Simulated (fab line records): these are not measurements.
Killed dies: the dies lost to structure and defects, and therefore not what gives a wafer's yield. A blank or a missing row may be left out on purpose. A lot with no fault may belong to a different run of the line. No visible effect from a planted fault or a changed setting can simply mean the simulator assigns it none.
fab line records	flow gf180mcu
record: lots: 5	wafers: 15	last-day: 33
route steps=602 shown M2@374 V2@382
lots with no fault: from the same line, run without faults
start-h: hours from the record's opening day to when the first of the lot's shown wafers began	wait-h: hours since the lot's step before	" identical to the entry in the row above	L1.1+2: several wafers, shown together as one row	- no value present, or no start provided	* or withheld: withheld	< > ~ a bound
route shown NAME@n: names a module that has steps shown in the file, with the first one's number in the route	usual: mean and standard deviation over wafers with no fault	same: alike in all rows	chamber/n: place in a boat	sites: each site's reading	_std_site: standard deviation of those values	_edge_site: the outer-site mean with the inner-site mean subtracted	radius-mm: how far each site lies from the wafer's centre	mask NAME#n: copy n	behind: tool/chamber where the wafer was last shaped	hold: what put the lot on hold/how long, in hours/how the hold closed	device: the n, p or np transistor that did not switch	end of line: at the end of the route, the tests of the same wafers	where a step has no rows: the recipe by itself	killed: not the wafer's yield, but the dies lost to structure and defects at the first sort	map: dies across one wafer; x = killed, . = not, _ = none there
set.NAME: setting as actually run; set.NAME@STEP: the setting as run at that earlier step	model.NAME: the simulator's own value behind a step, which no gauge read
lots at selected steps of the route; one table per step, one row per wafer
services: a tool's chamber out of use, with start hour (start-h, from the record's first day; less than 0 if before it), hours out, and reason
== steps ==
step: GF_M2_PEB_12
recipe: peb-temp-c: 135	peb-time-s: 90	resist: KrF
lot.wafer	tool	chamber	start-h	wait-h
L077.1+2+5	litho-track-03	0	-	-
L080.2+3+5	litho-track-02	0	-	-
L082.1+3+6	litho-track-04	0	-	-
L092.2+3+5	litho-track-02	0	-	-
L094.1+2+4	litho-track-03	0	-	-
step: GF_M2_DEVELOP_13
recipe: develop-time-s: 60	dev-temp-c: 21
lot.wafer	tool	chamber	start-h	wait-h
L077.1+2+5	litho-track-03	0	466.26	0.2
L080.2+3+5	litho-track-02	0	490.14	0.2
L082.1+3+6	litho-track-04	0	510.61	0.2
L092.2+3+5	litho-track-02	0	592.24	0.2
L094.1+2+4	litho-track-03	0	603.56	0.2
step: GF_M2_CD_MEAS_14
recipe: target-cd-nm: 280
usual: cd-nm: 280.2/1.1
lot.wafer	tool	chamber	start-h	wait-h	cd-nm
L077.1	cd-sem-01	-	466.41	0.1	277.1
L077.2	"	-	"	"	276.9
L077.5	"	-	"	"	276.8
L080.2	cd-sem-01	-	490.29	0.1	280.7
L080.3	"	-	"	"	280.1
L080.5	"	-	"	"	280.2
L082.1	cd-sem-02	-	510.76	0.1	282.2
L082.3	"	-	"	"	282.2
L082.6	"	-	"	"	281.8
L092.2	cd-sem-01	-	592.39	0.1	280.4
L092.3	"	-	"	"	280.0
L092.5	"	-	"	"	279.9
L094.1	cd-sem-01	-	603.71	0.1	279.9
L094.2	"	-	"	"	278.5
L094.4	"	-	"	"	279.5
step: GF_M2_OVL_MEAS_15
usual: M2_OVL: 3/6.1
lot.wafer	tool	chamber	start-h	wait-h	M2_OVL[nm]
L077.1	overlay-01	-	466.53	0.1	4
L077.2	"	-	"	"	8
L077.5	"	-	"	"	5
L080.2	overlay-02	-	490.40	0.1	18
L080.3	"	-	"	"	7
L080.5	"	-	"	"	10
L082.1	overlay-02	-	510.88	0.1	-5
L082.3	"	-	"	"	0
L082.6	"	-	"	"	-4
L092.2	overlay-02	-	592.49	0.1	-5
L092.3	"	-	"	"	-2
L092.5	"	-	"	"	2
L094.1	overlay-02	-	603.83	0.1	6
L094.2	"	-	"	"	0
L094.4	"	-	"	"	3
step: GF_M2_METAL_ETCH_16
recipe: chemistry: Cl2/BCl3	mask-material: KrF	target-depth-nm: 750.8	stop-on: SiO2	pressure-mtorr: 8	icp-w: 800	bias-w: 140	Cl2_flow_sccm: 80	bcl3-flow-sccm: 40	time-s: 125.1
usual: drypump-motor-current-A: 5.7/0.55	oes-product-au: 0.993/0.0067	throttle-valve-pct: 28.226/0.01
lot.wafer	tool	chamber	start-h	wait-h	drypump-motor-current-A	oes-product-au	rf-hours-counter-h	throttle-valve-pct
L077.1	rie-metal-03	0	466.56	0.0	5.7	0.993	13	28.224
L077.2	"	1	"	"	6.3	0.991	12	28.220
L077.5	"	1	"	"	6.4	0.994	-	28.245
L080.2	rie-metal-03	1	490.47	0.1	6.3	0.998	-	28.222
L080.3	"	1	"	"	6.3	0.997	-	28.230
L080.5	"	1	"	"	6.3	0.995	-	28.221
L082.1	rie-metal-04	1	510.91	0.0	5.0	0.985	0	28.220
L082.3	"	1	"	"	5.0	0.990	-	28.221
L082.6	"	0	"	"	6.3	0.997	-	28.203
L092.2	rie-metal-04	1	592.52	0.0	5.0	0.986	3	28.221
L092.3	"	1	"	"	5.0	0.993	-	28.229
L092.5	"	0	"	"	6.3	0.992	-	28.230
L094.1	rie-metal-04	1	603.86	0.0	5.0	0.996	3	28.221
L094.2	"	0	"	"	6.3	0.998	15	28.213
L094.4	"	1	"	"	5.0	0.993	-	28.223
step: GF_M2_STRIP_17
recipe: chemistry: O2/N2	power-w: 1400	pressure-mtorr: 1500	platen-temp-c: 250	o2-flow-sccm: 3000	n2-flow-sccm: 300	overash-fraction: 0.5
usual: drypump-motor-current-A: 5.7/0.43	heater-power-w: 331/52	oes-product-au: 0.536/0.0049	strip-time-to-endpoint-s: 7.36/0.052
lot.wafer	tool	chamber	start-h	wait-h	drypump-motor-current-A	heater-power-w	oes-product-au	rf-hours-counter-h	strip-time-to-endpoint-s
L077.1	plasma-asher-03	1	466.69	0.1	6.0	285	0.532	74	7.29
L077.2	"	0	"	"	6.1	340	0.535	74	7.36
L077.5	"	0	"	"	6.1	346	0.545	-	7.36
L080.2	plasma-asher-03	1	490.68	0.2	6.0	284	0.541	77	7.39
L080.3	"	0	"	"	6.1	345	0.539	-	7.37
L080.5	"	0	"	"	6.1	337	0.532	-	7.40
L082.1	plasma-asher-03	0	511.04	0.1	6.1	344	0.538	79	7.37
L082.3	"	1	"	"	6.0	284	0.539	-	7.39
L082.6	"	1	"	"	6.0	282	0.540	-	7.35
L092.2	plasma-asher-02	0	592.65	0.1	4.8	445	0.533	17	7.38
L092.3	"	1	"	"	6.1	332	0.538	-	7.36
L092.5	"	0	"	"	4.8	442	0.538	-	7.36
L094.1	plasma-asher-03	1	603.99	0.1	6.0	279	0.539	88	7.37
L094.2	"	0	"	"	6.1	353	0.533	88	7.34
L094.4	"	0	"	"	6.1	333	0.536	-	7.38
step: GF_M2_STRIP_18
recipe: chemistry: post-etch-residue-remover	time-s: 1200	temp-c: 72.5
lot.wafer	tool	chamber	start-h	wait-h
L077.1+2+5	wet-bench-01	3	466.79	0.1
L080.2+3+5	wet-bench-04	0	490.78	0.1
L082.1+3+6	wet-bench-04	2	511.14	0.1
L092.2+3+5	wet-bench-03	0	592.75	0.1
L094.1+2+4	wet-bench-01	1	604.09	0.1
step: GF_M2_CLEAN_19
recipe: chemistry: DIW	dry: n2-spin
lot.wafer	tool	chamber	start-h	wait-h
L077.1+2+5	wet-bench-03	0	467.14	0.0
L080.2+3+5	wet-bench-03	3	491.47	0.0
L082.1+3+6	wet-bench-01	3	511.48	0.0
L092.2+3+5	wet-bench-01	3	593.10	0.0
L094.1+2+4	wet-bench-03	3	604.43	0.0
step: GF_V2_CVD_00
recipe: material: SiO2	target-thk-nm: 600	sigma-open-frac: 0.3	temp-c: 400	time-s: 100	sih4-flow-sccm: 60	pressure-mtorr: 6
usual: sih4-flow-sccm: 60.01/0.18
lot.wafer	tool	chamber	start-h	wait-h	sih4-flow-sccm
L077.1	hdpcvd-01	1	467.25	0.0	60.16
L077.2	"	0	"	"	59.57
L077.5	"	1	"	"	59.93
L080.2	hdpcvd-01	1	491.56	0.0	60.07
L080.3	"	0	"	"	60.03
L080.5	"	0	"	"	60.14
L082.1	hdpcvd-02	1	511.57	0.0	60.03
L082.3	"	2	"	"	60.08
L082.6	"	2	"	"	60.06
L092.2	hdpcvd-01	2	593.19	0.0	60.06
L092.3	"	1	"	"	59.91
L092.5	"	2	"	"	59.84
L094.1	hdpcvd-02	0	604.53	0.0	59.98
L094.2	"	2	"	"	59.97
L094.4	"	2	"	"	60.09
step: GF_V2_THK_MEAS_01
recipe: reads: SiO2_of_V2_CVD_00
usual: V2_CVD_00_THK: 599/6.9
lot.wafer	tool	chamber	start-h	wait-h	V2_CVD_00_THK[nm]
L077.1	film-metro-03	-	467.33	0.0	609
L077.2	"	-	"	"	601
L077.5	"	-	"	"	596
L080.2	film-metro-04	-	491.64	0.0	602
L080.3	"	-	"	"	596
L080.5	"	-	"	"	600
L082.1	film-metro-04	-	511.65	0.0	602
L082.3	"	-	"	"	611
L082.6	"	-	"	"	604
L092.2	film-metro-04	-	593.27	0.0	600
L092.3	"	-	"	"	604
L092.5	"	-	"	"	600
L094.1	film-metro-03	-	604.60	0.0	598
L094.2	"	-	"	"	610
L094.4	"	-	"	"	612
step: GF_V2_CVD_02
recipe: material: SiO2	target-thk-nm: 850	precursor: TEOS	temp-c: 400	time-s: 94.851	rf-w: 600
usual: heater-power-w: 661/120
lot.wafer	tool	chamber	start-h	wait-h	heater-power-w
L077.1	pecvd-04	2	467.39	0.1	567
L077.2	"	0	"	"	733
L077.5	"	0	"	"	774
L080.2	pecvd-03	2	491.69	0.0	775
L080.3	"	0	"	"	736
L080.5	"	0	"	"	595
L082.1	pecvd-02	2	511.71	0.1	772
L082.3	"	1	"	"	609
L082.6	"	1	"	"	687
L092.2	pecvd-04	2	593.32	0.0	615
L092.3	"	0	"	"	760
L092.5	"	0	"	"	618
L094.1	pecvd-02	0	604.66	0.1	702
L094.2	"	2	"	"	772
L094.4	"	2	"	"	802
step: GF_V2_THK_MEAS_03
recipe: reads: SiO2_of_V2_CVD_02
usual: V2_CVD_02_THK: 852/11
lot.wafer	tool	chamber	start-h	wait-h	V2_CVD_02_THK[nm]
L077.1	film-metro-01	-	467.46	0.0	851
L077.2	"	-	"	"	838
L077.5	"	-	"	"	854
L080.2	film-metro-01	-	491.77	0.0	847
L080.3	"	-	"	"	854
L080.5	"	-	"	"	863
L082.1	film-metro-01	-	511.78	0.0	852
L082.3	"	-	"	"	851
L082.6	"	-	"	"	865
L092.2	film-metro-01	-	593.40	0.0	863
L092.3	"	-	"	"	844
L092.5	"	-	"	"	859
L094.1	film-metro-01	-	604.73	0.0	850
L094.2	"	-	"	"	861
L094.4	"	-	"	"	859
step: GF_V2_CMP_04
recipe: material: SiO2	down-force-psi: 4	platen-rpm: 60	pad-velocity-m-s: 0.94248
usual: motor-current-A: 11.8/1.5	time-to-endpoint-s: 82/5.4
lot.wafer	tool	chamber	start-h	wait-h	motor-current-A	time-to-endpoint-s
L077.2	cmp-01	0	467.62	0.1	14.2	77
L077.1	"	1	"	"	11.9	86
L077.5	"	3	"	"	10.0	86
L080.2	cmp-01	0	491.87	0.1	14.3	81
L080.3	"	1	"	"	11.5	85
L080.5	"	3	"	"	9.6	91
L082.1	cmp-01	0	511.84	0.1	14.7	87
L082.3	"	3	"	"	9.6	89
L082.6	"	0	"	"	14.3	89
L092.3	cmp-02	1	593.45	0.0	10.4	84
L092.2	"	2	"	"	13.1	83
L092.5	"	2	"	"	12.5	87
L094.2	cmp-01	0	604.79	0.0	13.7	86
L094.1	"	2	"	"	11.6	87
L094.4	"	3	"	"	9.5	92
step: GF_V2_BOW_MEAS_05
recipe: mode: bow
usual: V2_BOW: 101/8.4
lot.wafer	tool	chamber	start-h	wait-h	V2_BOW[um]
L077.1	film-metro-03	-	467.82	0.1	97
L077.2	"	-	"	"	111
L077.5	"	-	"	"	101
L080.2	film-metro-04	-	492.14	0.2	104
L080.3	"	-	"	"	103
L080.5	"	-	"	"	87
L082.1	film-metro-03	-	512.14	0.2	104
L082.3	"	-	"	"	111
L082.6	"	-	"	"	99
L092.2	film-metro-04	-	593.77	0.2	103
L092.3	"	-	"	"	105
L092.5	"	-	"	"	106
L094.1	film-metro-04	-	605.09	0.1	95
L094.2	"	-	"	"	98
L094.4	"	-	"	"	95
step: GF_V2_DEHYDRATE_06
recipe: temp-c: 200	time-s: 60
lot.wafer	tool	chamber	start-h	wait-h
L077.1+2+5	litho-track-02	0	479.02	11.2
L080.2+3+5	litho-track-03	0	502.98	10.8
L082.1+3+6	litho-track-03	0	523.06	10.9
L092.2+3+5	litho-track-02	0	603.49	9.7
L094.1+2+4	litho-track-02	0	615.02	9.9
step: GF_V2_HMDS_07
recipe: prime-time-s: 60	prime-temp-c: 120
lot.wafer	tool	chamber	start-h	wait-h
L077.1+2+5	litho-track-02	0	479.17	0.1
L080.2+3+5	litho-track-03	0	503.13	0.1
L082.1+3+6	litho-track-03	0	523.21	0.1
L092.2+3+5	litho-track-02	0	603.64	0.1
L094.1+2+4	litho-track-02	0	615.17	0.1
step: GF_V2_COAT_08
recipe: resist: BARC	temp-c: withheld	time-s: withheld	spin-rpm: withheld	resist-thk-nm: withheld
lot.wafer	tool	chamber	start-h	wait-h
L077.1+2+5	litho-track-02	0	479.32	0.1
L080.2+3+5	litho-track-03	0	503.28	0.1
L082.1+3+6	litho-track-03	0	523.36	0.1
L092.2+3+5	litho-track-02	0	603.79	0.1
L094.1+2+4	litho-track-02	0	615.32	0.1
step: GF_V2_COAT_09
recipe: resist: KrF	spin-rpm: withheld	resist-thk-nm: 1000
lot.wafer	tool	chamber	start-h	wait-h
L077.1+2+5	litho-track-02	0	-	-
L080.2+3+5	litho-track-03	0	-	-
L082.1+3+6	litho-track-03	0	-	-
L092.2+3+5	litho-track-02	0	-	-
L094.1+2+4	litho-track-02	0	-	-
step: GF_V2_SOFTBAKE_10
recipe: temp-c: 130	time-s: 60	resist: KrF
lot.wafer	tool	chamber	start-h	wait-h
L077.1+2+5	litho-track-02	0	-	-
L080.2+3+5	litho-track-03	0	-	-
L082.1+3+6	litho-track-03	0	-	-
L092.2+3+5	litho-track-02	0	-	-
L094.1+2+4	litho-track-02	0	-	-
step: GF_V2_EXPOSE_11
recipe: mask-id: Via2	target-cd-nm: 260	na: 0.68	source-shape: conventional	sigma-outer: 0.6	dose-mj: 38
lot.wafer	tool	chamber	start-h	wait-h	mask
L077.1+2+5	krf-scanner-01	0	-	-	Via2#0
L080.2+3+5	krf-scanner-02	0	-	-	Via2#0
L082.1+3+6	krf-scanner-02	0	-	-	Via2#0
L092.2+3+5	krf-scanner-02	0	-	-	Via2#0
L094.1+2+4	krf-scanner-02	0	-	-	Via2#0
step: GF_V2_PEB_12
recipe: peb-temp-c: 135	peb-time-s: 90	resist: KrF
lot.wafer	tool	chamber	start-h	wait-h
L077.1+2+5	litho-track-02	0	-	-
L080.2+3+5	litho-track-01	0	-	-
L082.1+3+6	litho-track-02	0	-	-
L092.2+3+5	litho-track-02	0	-	-
L094.1+2+4	litho-track-01	0	-	-
step: GF_V2_DEVELOP_13
recipe: develop-time-s: 60	resist: KrF	dev-temp-c: 21
lot.wafer	tool	chamber	start-h	wait-h
L077.1+2+5	litho-track-02	0	492.07	0.2
L080.2+3+5	litho-track-01	0	515.55	0.2
L082.1+3+6	litho-track-02	0	535.17	0.2
L092.2+3+5	litho-track-02	0	614.24	0.2
L094.1+2+4	litho-track-01	0	625.62	0.2
step: GF_V2_CD_MEAS_14
recipe: target-cd-nm: 260
usual: cd-nm: 260.0/1.2
lot.wafer	tool	chamber	start-h	wait-h	cd-nm
L077.1	cd-sem-01	-	492.22	0.1	260.5
L077.2	"	-	"	"	261.7
L077.5	"	-	"	"	261.3
L080.2	cd-sem-01	-	515.69	0.1	260.1
L080.3	"	-	"	"	260.3
L080.5	"	-	"	"	259.7
L082.1	cd-sem-01	-	535.32	0.1	260.5
L082.3	"	-	"	"	262.1
L082.6	"	-	"	"	261.6
L092.2	cd-sem-02	-	614.39	0.1	258.6
L092.3	"	-	"	"	259.3
L092.5	"	-	"	"	259.3
L094.1	cd-sem-02	-	625.77	0.1	259.3
L094.2	"	-	"	"	259.3
L094.4	"	-	"	"	260.3
step: GF_V2_OVL_MEAS_15
usual: V2_OVL: 0/5.2
lot.wafer	tool	chamber	start-h	wait-h	V2_OVL[nm]
L077.1	overlay-01	-	492.34	0.1	1
L077.2	"	-	"	"	-2
L077.5	"	-	"	"	1
L080.2	overlay-02	-	515.80	0.1	6
L080.3	"	-	"	"	5
L080.5	"	-	"	"	4
L082.1	overlay-01	-	535.44	0.1	-5
L082.3	"	-	"	"	1
L082.6	"	-	"	"	1
L092.2	overlay-02	-	614.49	0.1	2
L092.3	"	-	"	"	-4
L092.5	"	-	"	"	-1
L094.1	overlay-01	-	625.89	0.1	-6
L094.2	"	-	"	"	-2
L094.4	"	-	"	"	5
step: GF_V2_ETCH_16
recipe: chemistry: N2/H2	target-depth-a: withheld	overetch-a: withheld	time-s: withheld	target: BARC	ion-energy-ev: 200	source-w: 500	bias-w: 100	pressure-mtorr: 30	n2-flow-sccm: 100	h2-flow-sccm: 200
usual: drypump-motor-current-A: 6.1/0.37	oes-product-au: 0.855/0.0047	throttle-valve-pct: 13.224/0.0086
lot.wafer	tool	chamber	start-h	wait-h	drypump-motor-current-A	oes-product-au	throttle-valve-pct
L077.1	rie-diel-02	1	492.38	0.0	6.0	0.858	13.217
L077.2	"	3	"	"	6.6	0.851	13.221
L077.5	"	2	"	"	6.3	0.853	13.217
L080.2	rie-diel-02	0	515.83	0.0	6.3	0.859	13.234
L080.3	"	3	"	"	6.6	0.864	13.224
L080.5	"	3	"	"	6.5	0.858	13.215
L082.1	rie-diel-01	1	535.47	0.0	6.4	0.855	13.211
L082.3	"	0	"	"	6.1	0.853	13.232
L082.6	"	2	"	"	6.4	0.852	13.223
L092.2	rie-diel-01	1	614.52	0.0	6.4	0.852	13.218
L092.3	"	3	"	"	6.0	0.852	13.241
L092.5	"	0	"	"	6.2	0.851	13.230
L094.1	rie-diel-02	3	625.93	0.0	6.6	0.852	13.207
L094.2	"	2	"	"	6.3	0.857	13.217
L094.4	"	2	"	"	6.3	0.859	13.233
step: GF_V2_ETCH_17
recipe: chemistry: C4F8/O2/Ar	mask-material: KrF	target: SiO2	stop-on: TiN	source-w: 1500	bias-w: 1200	pressure-mtorr: 40	c4f8-flow-sccm: withheld	O2_flow_sccm: 6	Ar_flow_sccm: 300	time-s: withheld	target-depth-a: 6300
usual: oes-product-au: 0.856/0.0043
lot.wafer	tool	chamber	start-h	wait-h	oes-product-au
L077.1	rie-diel-02	1	-	-	0.856
L077.2	"	3	"	"	0.858
L077.5	"	2	"	"	0.850
L080.2	rie-diel-02	0	-	-	0.857
L080.3	"	3	"	"	0.860
L080.5	"	3	"	"	0.852
L082.1	rie-diel-01	1	-	-	0.859
L082.3	"	0	"	"	0.859
L082.6	"	2	"	"	0.856
L092.2	rie-diel-01	1	-	-	0.866
L092.3	"	3	"	"	0.853
L092.5	"	0	"	"	0.855
L094.1	rie-diel-02	3	-	-	0.856
L094.2	"	2	"	"	0.868
L094.4	"	2	"	"	0.849
step: GF_V2_STRIP_18
recipe: chemistry: O2/N2	power-w: 1400	pressure-mtorr: 1500	platen-temp-c: 250	o2-flow-sccm: 3000	n2-flow-sccm: 300	overash-fraction: 0.5
usual: drypump-motor-current-A: 6.1/0.43	heater-power-w: 335/43	oes-product-au: 0.592/0.0047
lot.wafer	tool	chamber	start-h	wait-h	drypump-motor-current-A	heater-power-w	oes-product-au	rf-hours-counter-h
L077.1	plasma-asher-04	0	492.50	-	5.9	283	0.590	72
L077.2	"	1	"	"	5.4	344	0.578	72
L077.5	"	0	"	"	5.9	284	0.585	-
L080.2	plasma-asher-01	1	515.96	-	6.2	418	0.592	46
L080.3	"	1	"	"	6.1	399	0.589	-
L080.5	"	0	"	"	6.7	339	0.588	-
L082.1	plasma-asher-01	1	535.60	-	6.1	398	0.602	48
L082.3	"	0	"	"	6.7	327	0.598	-
L082.6	"	0	"	"	6.7	340	0.591	-
L092.2	plasma-asher-04	0	614.65	-	5.8	281	0.593	85
L092.3	"	1	"	"	5.4	337	0.590	-
L092.5	"	1	"	"	5.4	330	0.594	-
L094.1	plasma-asher-01	1	626.12	-	6.2	410	0.591	58
L094.2	"	0	"	"	6.7	329	0.595	58
L094.4	"	1	"	"	6.2	410	0.594	-
step: GF_V2_STRIP_19
recipe: chemistry: post-etch-residue-remover	time-s: 1200	temp-c: 72.5
lot.wafer	tool	chamber	start-h	wait-h
L077.1+2+5	wet-bench-03	2	492.60	0.1
L080.2+3+5	wet-bench-02	3	516.06	0.1
L082.1+3+6	wet-bench-03	0	535.70	0.1
L092.2+3+5	wet-bench-04	3	614.75	0.1
L094.1+2+4	wet-bench-03	1	626.22	0.1
step: GF_V2_CLEAN_20
recipe: chemistry: DIW	dry: n2-spin
lot.wafer	tool	chamber	start-h	wait-h
L077.1+2+5	wet-bench-02	0	492.95	0.0
L080.2+3+5	wet-bench-03	1	516.40	0.0
L082.1+3+6	wet-bench-02	3	536.05	0.0
L092.2+3+5	wet-bench-03	2	615.09	0.0
L094.1+2+4	wet-bench-04	3	626.59	0.0
step: GF_V2_SPUTTER_21
recipe: material: Ti	target-thk-nm: 15	chamber-pressure-pa: 5	power-w: 2500	substrate-temp-c: 200	time-s: 80.02
usual: throttle-valve-pct: 30.2/0.96
lot.wafer	tool	chamber	start-h	wait-h	throttle-valve-pct
L077.1	pvd-sputter-04	-	493.04	0.0	30.6
L077.2	"	-	"	"	30.8
L077.5	"	-	"	"	30.9
L080.2	pvd-sputter-02	-	516.49	0.0	30.3
L080.3	"	-	"	"	31.5
L080.5	"	-	"	"	31.3
L082.1	pvd-sputter-02	-	536.15	0.0	28.9
L082.3	"	-	"	"	31.5
L082.6	"	-	"	"	28.6
L092.2	pvd-sputter-04	-	615.19	0.0	30.6
L092.3	"	-	"	"	29.0
L092.5	"	-	"	"	29.0
L094.1	pvd-sputter-03	-	626.69	0.0	28.2
L094.2	"	-	"	"	30.5
L094.4	"	-	"	"	28.6
step: GF_V2_SPUTTER_22
recipe: material: TiN	target-thk-nm: 10	chamber-pressure-pa: 5	power-w: 4000	time-s: 40
usual: throttle-valve-pct: 30.2/0.96
lot.wafer	tool	chamber	start-h	wait-h	throttle-valve-pct
L077.1	pvd-sputter-04	-	493.10	0.0	30.6
L077.2	"	-	"	"	30.6
L077.5	"	-	"	"	30.6
L080.2	pvd-sputter-02	-	516.55	0.0	30.7
L080.3	"	-	"	"	31.6
L080.5	"	-	"	"	31.3
L082.1	pvd-sputter-02	-	536.21	0.0	28.9
L082.3	"	-	"	"	31.3
L082.6	"	-	"	"	29.2
L092.2	pvd-sputter-04	-	615.25	0.0	30.8
L092.3	"	-	"	"	28.9
L092.5	"	-	"	"	28.9
L094.1	pvd-sputter-03	-	626.76	0.0	28.3
L094.2	"	-	"	"	30.4
L094.4	"	-	"	"	28.1
== services ==
tool	chamber	start-h	hours	kind
pvd-sputter-03	-	446.95	9.6	repair
rie-diel-01	2	447.25	10.9	repair
rie-metal-03	1	448.83	1.8	repair
plasma-asher-03	-	450.86	15.6	pm
rie-diel-01	-	461.99	14.6	pm
cmp-01	-	477.63	0.6	repair
pvd-sputter-02	-	478.96	0.9	repair
cmp-01	-	486.63	0.4	repair
krf-scanner-02	-	488.18	12.0	repair
plasma-asher-03	-	506.09	1.3	repair
krf-scanner-02	-	506.18	11.6	pm
pvd-sputter-02	-	510.18	2.1	repair
hdpcvd-01	-	524.83	6.0	pm
krf-scanner-02	-	525.43	1.0	pm
krf-scanner-02	-	538.76	0.8	pm
hdpcvd-01	-	539.25	15.0	pm
rie-diel-02	1	551.46	5.5	repair
rie-diel-02	0	553.96	14.2	repair
krf-scanner-02	-	569.04	0.4	repair
krf-scanner-02	-	601.63	1.3	pm
cmp-01	-	620.27	8.6	pm
rie-diel-02	0	625.05	14.2	repair
hdpcvd-01	-	625.13	4.3	pm
rie-diel-02	1	625.87	1.2	repair
== key ==
fault none
